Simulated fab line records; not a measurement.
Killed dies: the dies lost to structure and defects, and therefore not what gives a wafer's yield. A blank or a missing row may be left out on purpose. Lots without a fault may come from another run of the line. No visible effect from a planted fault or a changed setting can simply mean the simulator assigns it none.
Which tool is to blame? | flow sfqLine | 14 lots with 42 wafers sampled at 4 steps, on a route of 325 steps

WHAT THE GAUGES SHOWED, per wafer
SFQ_M7_RS_MEAS_943: the measuring method here is four-point-probe. Usual: M7_NB_RS gives 0.888 ohm/sq (standard deviation 0.0097).
lot  | measured     | on           | M7_NB_RS (ohm/sq) | flag
L320 | day 70 23:37 | filmMetro-01 | 0.904 0.901 0.905 | 
L321 | day 71 01:55 | filmMetro-04 | 0.889 0.887 0.885 | 
L322 | day 71 06:44 | filmMetro-02 | 0.900 0.886 0.892 | 
L328 | day 73 20:09 | filmMetro-02 | 0.903 0.902 0.897 | 
L329 | day 74 00:58 | filmMetro-04 | 0.892 0.885 0.893 | 
L330 | day 74 11:02 | filmMetro-04 | 0.886 0.891 0.900 | 
L331 | day 74 16:50 | filmMetro-04 | 0.878 0.779 0.890 | OFF
L332 | day 75 01:12 | filmMetro-02 | 0.885 0.879 0.872 | 
L333 | day 75 03:36 | filmMetro-02 | 0.894 0.783 0.886 | OFF
L337 | day 76 03:08 | filmMetro-02 | 0.870 0.885 0.891 | 
L340 | day 76 19:20 | filmMetro-01 | 0.906 0.897 0.891 | 
L341 | day 76 21:44 | filmMetro-04 | 0.878 0.884 0.894 | 
L342 | day 78 03:38 | filmMetro-02 | 0.879 0.878 0.890 | 
L343 | day 78 08:23 | filmMetro-04 | 0.882 0.873 0.878 | 

WHICH TOOL RAN EACH LOT (tool, then ch and the chambers of the sampled wafers, then the start)
lot  | SFQ_TRILAYER_I2_VIA_STRIP_STRIP_071 | SFQ_TRILAYER_C5_STRIP_STRIP_155  | SFQ_TRILAYER_M7_DEP_SPUTTER_175
L320 | rieMetal-03 ch 1, day 36 20:17      | rieMetal-03 ch 0,1, day 62 05:52 | pvdSputter-05, day 70 23:31
L321 | rieMetal-03 ch 0,1, day 36 23:53    | rieMetal-02 ch 0,1, day 62 09:28 | pvdSputter-04, day 71 01:49
L322 | rieMetal-01 ch 0,1, day 37 02:29    | rieMetal-04 ch 0,1, day 62 13:16 | pvdSputter-05, day 71 06:37
L328 | rieMetal-02 ch 0,1, day 40 05:34    | rieMetal-03 ch 0,1, day 68 13:59 | pvdSputter-03, day 73 20:04
L329 | rieMetal-01 ch 0,1, day 40 23:19    | rieMetal-04 ch 0,1, day 68 17:35 | pvdSputter-04, day 74 00:52
L330 | rieMetal-03 ch 0,1, day 41 07:55    | rieMetal-04 ch 0,1, day 68 20:11 | pvdSputter-03, day 74 10:55
L331 | rieMetal-01 ch 0,1, day 42 00:43    | rieMetal-03 ch 0,1, day 69 02:11 | pvdSputter-04, day 74 16:43
L332 | rieMetal-02 ch 0,1, day 42 07:43    | rieMetal-03 ch 0,1, day 69 04:23 | pvdSputter-05, day 75 01:07
L333 | rieMetal-01 ch 0,1, day 42 08:55    | rieMetal-03 ch 0,1, day 69 06:47 | pvdSputter-04, day 75 03:31
L337 | rieMetal-01 ch 0,1, day 42 17:19    | rieMetal-02 ch 1, day 70 02:20   | pvdSputter-03, day 76 03:02
L340 | rieMetal-02 ch 0,1, day 43 00:39    | rieMetal-02 ch 0,1, day 70 16:32 | pvdSputter-05, day 76 19:14
L341 | rieMetal-03 ch 0,1, day 43 01:58    | rieMetal-04 ch 0,1, day 70 17:44 | pvdSputter-03, day 76 21:39
L342 | rieMetal-01 ch 0,1, day 43 03:22    | rieMetal-02 ch 0,1, day 70 19:08 | pvdSputter-05, day 78 03:29
L343 | rieMetal-02 ch 0,1, day 43 07:05    | rieMetal-04 ch 0,1, day 70 20:08 | pvdSputter-04, day 78 08:17
- SFQ_TRILAYER_I2_VIA_STRIP_STRIP_071: strips in O2.
- SFQ_TRILAYER_C5_STRIP_STRIP_155: strips in O2.
- SFQ_TRILAYER_M7_DEP_SPUTTER_175: material Nb, target thk 200 nm, time 133.3 s.

AS READ BY THE TOOLS THEMSELVES (means over the sampled wafers that have a number; for cases with no such wafer, the mark the record gives instead)
SFQ_TRILAYER_I2_VIA_STRIP_STRIP_071. Usual: drypumpMotorCurrentA 5.9 A, standard deviation 0.47; oesProductAu 0.995 a.u., standard deviation 0.0087.
lot  | tool        | drypumpMotorCurrentA (A) | oesProductAu (a.u.) | flag
L320 | rieMetal-03 | 6.0                      | 0.999               | 
L321 | rieMetal-03 | 5.7                      | 1.001               | 
L322 | rieMetal-01 | 6.0                      | 0.995               | 
L328 | rieMetal-02 | 6.3                      | 0.988               | 
L329 | rieMetal-01 | 6.0                      | 0.985               | 
L330 | rieMetal-03 | 5.5                      | 1.000               | 
L331 | rieMetal-01 | 6.0                      | 0.992               | 
L332 | rieMetal-02 | 6.3                      | 0.996               | 
L333 | rieMetal-01 | 6.1                      | 0.981               | 
L337 | rieMetal-01 | 6.0                      | 0.983               | 
L340 | rieMetal-02 | 5.8                      | 0.997               | 
L341 | rieMetal-03 | 5.4                      | 1.001               | 
L342 | rieMetal-01 | 6.1                      | 0.989               | 
L343 | rieMetal-02 | 5.8                      | 1.001               | 

SFQ_TRILAYER_C5_STRIP_STRIP_155. Usual: drypumpMotorCurrentA 5.7 A, standard deviation 0.46; oesProductAu 0.997 a.u., standard deviation 0.0086.
lot  | tool        | drypumpMotorCurrentA (A) | oesProductAu (a.u.) | flag
L320 | rieMetal-03 | 5.4                      | 1.011               | 
L321 | rieMetal-02 | 5.8                      | 0.989               | 
L322 | rieMetal-04 | 5.6                      | 0.997               | 
L328 | rieMetal-03 | 5.7                      | 0.999               | 
L329 | rieMetal-04 | 5.7                      | 0.995               | 
L330 | rieMetal-04 | 5.7                      | 0.989               | 
L331 | rieMetal-03 | 5.7                      | 1.004               | 
L332 | rieMetal-03 | 5.4                      | 1.005               | 
L333 | rieMetal-03 | 5.7                      | 1.002               | 
L337 | rieMetal-02 | 5.4                      | 0.992               | 
L340 | rieMetal-02 | 6.3                      | 0.998               | 
L341 | rieMetal-04 | 5.6                      | 0.993               | 
L342 | rieMetal-02 | 5.8                      | 0.990               | 
L343 | rieMetal-04 | 5.7                      | 0.997               | 

SFQ_TRILAYER_M7_DEP_SPUTTER_175. Usual: cathodeDcPowerW 2000.0 W, standard deviation 0.39; throttleValvePct 30.5 %, standard deviation 1.2.
lot  | tool          | cathodeDcPowerW (W) | throttleValvePct (%) | flag
L320 | pvdSputter-05 | 1999.8              | 30.0                 | 
L321 | pvdSputter-04 | 2000.1              | 30.1                 | 
L322 | pvdSputter-05 | 2000.2              | 30.0                 | 
L328 | pvdSputter-03 | 1999.8              | 30.9                 | 
L329 | pvdSputter-04 | 2000.1              | 30.0                 | 
L330 | pvdSputter-03 | 1999.8              | 30.9                 | 
L331 | pvdSputter-04 | 2095.2              | 30.1                 | OFF
L332 | pvdSputter-05 | 1999.5              | 30.0                 | 
L333 | pvdSputter-04 | 2094.8              | 30.3                 | OFF
L337 | pvdSputter-03 | 2000.1              | 29.9                 | 
L340 | pvdSputter-05 | 1999.9              | 29.9                 | 
L341 | pvdSputter-03 | 1999.9              | 30.1                 | 
L342 | pvdSputter-05 | 2000.2              | 30.2                 | 
L343 | pvdSputter-04 | 1999.9              | 31.4                 | 

THE ANSWER, worked out from the rows above alone
Rule: take the mean of a lot's wafers that have a number; if it is more than 3 standard deviations from the usual mean, the lot is off. Also off: a lot with no number at a reading for which 4 or more lots have one. All remaining lots with rows at the step are treated as sound. After the gauges, taken in route order, come the tools' own readings; for these a lot's mean is taken, as printed above. At the first step where some lot is off, the reading lying furthest off is the one used; lots without a number count as furthest.
Off: L331, L333, at SFQ_M7_RS_MEAS_943 (M7_NB_RS).
If a tool, at a process step before that reading, ran all the lots that are off and no sound lot after the first of them, it fits. The gauges at SFQ_M7_RS_MEAS_943 aren't tried: what is off there is off at SFQ_TRILAYER_M7_DEP_SPUTTER_175 too, on other tools, and a gauge's error can't cause that. Of those tried, none fits.

WHAT THE SIMULATOR HAD PUT IN
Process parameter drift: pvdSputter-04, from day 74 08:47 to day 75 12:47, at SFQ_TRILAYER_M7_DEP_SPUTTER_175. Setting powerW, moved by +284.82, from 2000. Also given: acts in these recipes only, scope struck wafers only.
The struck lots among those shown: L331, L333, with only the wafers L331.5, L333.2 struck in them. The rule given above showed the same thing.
